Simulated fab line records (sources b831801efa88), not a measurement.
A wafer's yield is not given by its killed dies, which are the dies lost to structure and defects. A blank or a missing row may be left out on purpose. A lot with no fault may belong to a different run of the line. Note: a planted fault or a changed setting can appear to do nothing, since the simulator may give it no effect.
Which tool was responsible? ; flow gf180mcu ; Sampling: 24 lots, 72 wafers, 5 of 602 route steps

## WHAT THE GAUGES READ, wafer by wafer
GF_M2_CD_MEAS_14 targets a cd of 280 nm. Usual: cd nm 279.5 nm, standard deviation 0.91.
lot;measured;on;cd nm (nm);flag
L074;day 18 18:55;cd sem-01;277.6 278.5 278.7;
L075;day 19 09:56;cd sem-02;279.1 278.5 280.0;
L076;day 19 12:59;cd sem-01;279.6 280.5 280.5;
L077;day 19 23:19;cd sem-01;279.5 279.1 278.8;
L078;day 20 13:07;cd sem-02;279.1 280.2 280.1;
L079;day 21 00:14;cd sem-01;278.2 278.4 277.3;
L080;day 21 05:07;cd sem-02;280.4 280.4 279.3;
L081;day 21 23:04;cd sem-02;279.5 278.9 279.8;
L082;day 21 23:58;cd sem-02;280.6 280.2 280.4;
L083;day 22 13:14;cd sem-01;280.0 280.4 278.6;
L084;day 22 19:19;cd sem-02;279.3 279.6 278.8;
L085;day 23 10:58;cd sem-02;280.6 281.4 280.4;
L086;day 23 12:06;cd sem-02;280.4 279.7 279.0;
L087;day 24 02:40;cd sem-02;278.6 278.6 278.4;
L088;day 24 10:46;cd sem-02;279.9 280.7 280.3;
L089;day 24 21:11;cd sem-01;279.4 280.6 280.8;
L090;day 25 10:44;cd sem-01;281.2 281.2 280.3;
L091;day 25 22:46;cd sem-01;280.1 279.6 280.0;
L092;day 26 03:14;cd sem-02;279.7 278.6 279.6;
L093;day 26 06:26;cd sem-02;277.8 278.1 278.1;
L094;day 26 10:25;cd sem-01;280.5 280.2 280.0;
L095;day 26 13:49;cd sem-01;280.8 281.5 280.2;
L096;day 26 21:55;cd sem-02;278.8 277.2 277.9;
L097;day 27 06:53;cd sem-01;278.9 279.7 278.9;

GF_V5_CD_MEAS_14 targets a cd of 260 nm. Usual: cd nm 259.8 nm, standard deviation 1.4.
lot;measured;on;cd nm (nm);flag
L074;day 26 18:38;cd sem-02;258.4 258.9 258.5;
L075;day 27 08:38;cd sem-02;261.1 260.1 261.0;
L076;day 27 11:14;cd sem-01;259.3 259.5 259.4;
L077;day 27 21:55;cd sem-02;260.4 260.5 261.0;
L078;day 28 06:36;cd sem-01;259.2 258.9 259.2;
L079;day 28 15:54;cd sem-01;260.4 262.5 262.7;
L080;day 28 20:06;cd sem-02;260.5 260.3 260.7;
L081;day 29 09:38;cd sem-01;264.1 262.4 261.7;
L082;day 29 10:37;cd sem-01;257.6 257.4 257.4;
L083;day 29 22:14;cd sem-02;258.9 260.1 259.2;
L084;day 30 02:17;cd sem-01;258.9 258.6 259.5;
L085;day 30 15:13;cd sem-01;260.3 260.5 259.7;
L086;day 30 15:36;cd sem-02;258.1 258.2 257.7;
L087;day 31 01:53;cd sem-02;261.8 260.9 261.6;
L088;day 31 08:55;cd sem-02;259.4 259.8 258.6;
L089;day 31 17:22;cd sem-02;261.0 260.5 261.3;
L090;day 32 06:37;cd sem-01;258.2 259.3 258.5;
L091;day 32 13:28;cd sem-02;257.4 259.0 258.2;
L092;day 32 18:20;cd sem-01;262.9 261.6 262.3;
L093;day 32 20:44;cd sem-02;259.0 258.8 258.7;
L094;day 32 23:23;cd sem-01;258.3 258.3 258.9;
L095;day 33 02:29;cd sem-02;260.8 259.8 260.0;
L096;day 33 08:01;cd sem-02;260.1 259.4 260.1;
L097;day 33 15:43;cd sem-02;259.6 259.7 259.1;

## WHICH TOOL RAN EACH LOT (tool, then ch and the chambers of the sampled wafers, then the start)
lot;GF_V3_SPUTTER_21;GF_V3_SPUTTER_22;GF_V4_STRIP_18
L074;pvd sputter-01, day 22 00:43;pvd sputter-01, day 22 00:46;plasma asher-02 ch 1, day 23 23:48
L075;pvd sputter-01, day 22 16:10;pvd sputter-01, day 22 16:14;plasma asher-01 ch 0,1, day 24 14:57
L076;pvd sputter-01, day 22 18:13;pvd sputter-01, day 22 18:17;plasma asher-01 ch 0,1, day 24 17:05
L077;pvd sputter-03, day 23 05:30;pvd sputter-03, day 23 05:34;plasma asher-02 ch 0,1, day 25 04:42
L078;pvd sputter-02, day 23 16:58;pvd sputter-02, day 23 17:01;plasma asher-02 ch 0,1, day 25 14:05
L079;pvd sputter-02, day 24 02:08;pvd sputter-02, day 24 02:11;plasma asher-02 ch 0,1, day 26 00:17
L080;pvd sputter-01, day 24 07:01;pvd sputter-01, day 24 07:04;plasma asher-01 ch 0,1, day 26 04:07
L081;pvd sputter-03, day 24 22:49;pvd sputter-03, day 24 22:52;plasma asher-02 ch 0,1, day 26 19:15
L082;pvd sputter-01, day 24 23:00;pvd sputter-01, day 24 23:04;plasma asher-01 ch 0,1, day 26 19:51
L083;pvd sputter-01, day 25 12:55;pvd sputter-01, day 25 12:58;plasma asher-02 ch 0,1, day 27 09:43
L084;pvd sputter-01, day 25 19:43;pvd sputter-01, day 25 19:46;plasma asher-01 ch 0,1, day 27 14:37
L085;pvd sputter-03, day 26 09:04;pvd sputter-03, day 26 09:07;plasma asher-02 ch 0,1, day 28 03:30
L086;pvd sputter-02, day 26 10:07;pvd sputter-02, day 26 10:11;plasma asher-03 ch 0,1, day 28 04:13
L087;pvd sputter-01, day 26 23:19;pvd sputter-01, day 26 23:23;plasma asher-01 ch 0, day 28 16:33
L088;pvd sputter-03, day 27 06:46;pvd sputter-03, day 27 06:49;plasma asher-01 ch 0,1, day 28 22:34
L089;pvd sputter-01, day 27 16:26;pvd sputter-01, day 27 16:30;plasma asher-02 ch 0,1, day 29 09:33
L090;pvd sputter-03, day 28 06:16;pvd sputter-03, day 28 06:20;plasma asher-01 ch 1, day 29 22:09
L091;pvd sputter-01, day 28 14:37;pvd sputter-01, day 28 14:40;plasma asher-03 ch 0,1, day 30 07:16
L092;pvd sputter-03, day 28 21:14;pvd sputter-03, day 28 21:18;plasma asher-03 ch 0, day 30 12:21
L093;pvd sputter-01, day 28 22:33;pvd sputter-01, day 28 22:37;plasma asher-03 ch 0,1, day 30 14:53
L094;pvd sputter-03, day 29 02:51;pvd sputter-03, day 29 02:55;plasma asher-01 ch 0, day 30 17:39
L095;pvd sputter-03, day 29 05:37;pvd sputter-03, day 29 05:41;plasma asher-02 ch 0,1, day 30 20:34
L096;pvd sputter-03, day 29 12:49;pvd sputter-03, day 29 12:53;plasma asher-03 ch 0,1, day 31 02:59
L097;pvd sputter-02, day 29 21:10;pvd sputter-02, day 29 21:13;plasma asher-03 ch 0,1, day 31 12:07
- GF_V3_SPUTTER_21: material Ti, target thk 15 nm, time 80.02 s.
- GF_V3_SPUTTER_22: material TiN, target thk 10 nm, time 40 s.
- GF_V4_STRIP_18: strips in O2/N2.

## AS READ BY THE TOOLS THEMSELVES (means over the sampled wafers that have a number; for cases with no such wafer, the mark the record gives instead)
GF_V3_SPUTTER_21. Usual: throttle valve pct 29.9 %, standard deviation 0.89.
lot;tool;throttle valve pct (%);flag
L074;pvd sputter-01;29.4;
L075;pvd sputter-01;29.5;
L076;pvd sputter-01;30.2;
L077;pvd sputter-03;30.2;
L078;pvd sputter-02;29.0;
L079;pvd sputter-02;28.8;
L080;pvd sputter-01;30.1;
L081;pvd sputter-03;30.4;
L082;pvd sputter-01;30.1;
L083;pvd sputter-01;30.1;
L084;pvd sputter-01;30.3;
L085;pvd sputter-03;30.2;
L086;pvd sputter-02;29.1;
L087;pvd sputter-01;29.4;
L088;pvd sputter-03;30.1;
L089;pvd sputter-01;30.3;
L090;pvd sputter-03;30.0;
L091;pvd sputter-01;30.2;
L092;pvd sputter-03;30.0;
L093;pvd sputter-01;29.5;
L094;pvd sputter-03;30.3;
L095;pvd sputter-03;30.2;
L096;pvd sputter-03;30.3;
L097;pvd sputter-02;28.8;

GF_V3_SPUTTER_22. Usual: throttle valve pct 29.9 %, standard deviation 0.9.
lot;tool;throttle valve pct (%);flag
L074;pvd sputter-01;29.5;
L075;pvd sputter-01;29.4;
L076;pvd sputter-01;30.4;
L077;pvd sputter-03;30.3;
L078;pvd sputter-02;29.0;
L079;pvd sputter-02;29.1;
L080;pvd sputter-01;30.1;
L081;pvd sputter-03;30.2;
L082;pvd sputter-01;30.3;
L083;pvd sputter-01;29.9;
L084;pvd sputter-01;30.1;
L085;pvd sputter-03;30.2;
L086;pvd sputter-02;29.1;
L087;pvd sputter-01;29.4;
L088;pvd sputter-03;30.3;
L089;pvd sputter-01;30.2;
L090;pvd sputter-03;30.2;
L091;pvd sputter-01;30.3;
L092;pvd sputter-03;30.4;
L093;pvd sputter-01;29.5;
L094;pvd sputter-03;30.3;
L095;pvd sputter-03;30.3;
L096;pvd sputter-03;30.1;
L097;pvd sputter-02;28.8;

GF_V4_STRIP_18. Usual: drypump motor current A 5.82 A, standard deviation 0.27; heater power w 350 W, standard deviation 36; n2 flow sccm 300.0 sccm, standard deviation 0.87; oes product au 0.592 a.u., standard deviation 0.0044.
lot;tool;drypump motor current A (A);heater power w (W);n2 flow sccm (sccm);oes product au (a.u.);flag
L074;plasma asher-02;6.09;313;300.8;0.595;
L075;plasma asher-01;5.64;376;299.2;0.589;
L076;plasma asher-01;5.75;392;300.3;0.591;
L077;plasma asher-02;6.01;311;299.9;0.590;
L078;plasma asher-02;5.98;316;300.2;0.592;
L079;plasma asher-02;6.04;316;300.1;0.589;
L080;plasma asher-01;5.64;382;299.6;0.591;
L081;plasma asher-02;6.06;312;300.4;0.595;
L082;plasma asher-01;5.65;381;299.9;0.594;
L083;plasma asher-02;6.06;310;299.8;0.591;
L084;plasma asher-01;5.66;388;300.0;0.594;
L085;plasma asher-02;5.98;307;299.9;0.594;
L086;plasma asher-03;5.54;353;299.6;0.593;
L087;plasma asher-01;5.88;402;299.9;0.598;
L088;plasma asher-01;5.68;382;300.4;0.592;
L089;plasma asher-02;5.98;316;301.5;0.595;
L090;plasma asher-01;5.55;370;300.9;0.591;
L091;plasma asher-03;5.81;350;300.3;0.593;
L092;plasma asher-03;5.30;362;301.5;0.588;
L093;plasma asher-03;5.56;349;299.9;0.595;
L094;plasma asher-01;5.88;406;298.7;0.590;
L095;plasma asher-02;6.05;311;300.4;0.584;
L096;plasma asher-03;5.81;342;300.1;0.588;
L097;plasma asher-03;5.55;350;300.4;0.591;

## THE ANSWER, worked out from the rows above alone
Rule: a lot is off if the mean of its wafers that have a number lies more than 3 standard deviations from the usual mean. A lot without any number at a reading at which 4 lots or more have one is off too. Any other lot the step has rows for is counted as sound. Order of review: gauges by route order, followed by the tools' own readings, for which a lot's mean as printed above is used. At the first step where some lot is off, the reading lying furthest off is the one used; lots without a number count as furthest.
Nothing can be told from this: no lot is off at any reading shown.

## WHAT THE SIMULATOR PUT IN
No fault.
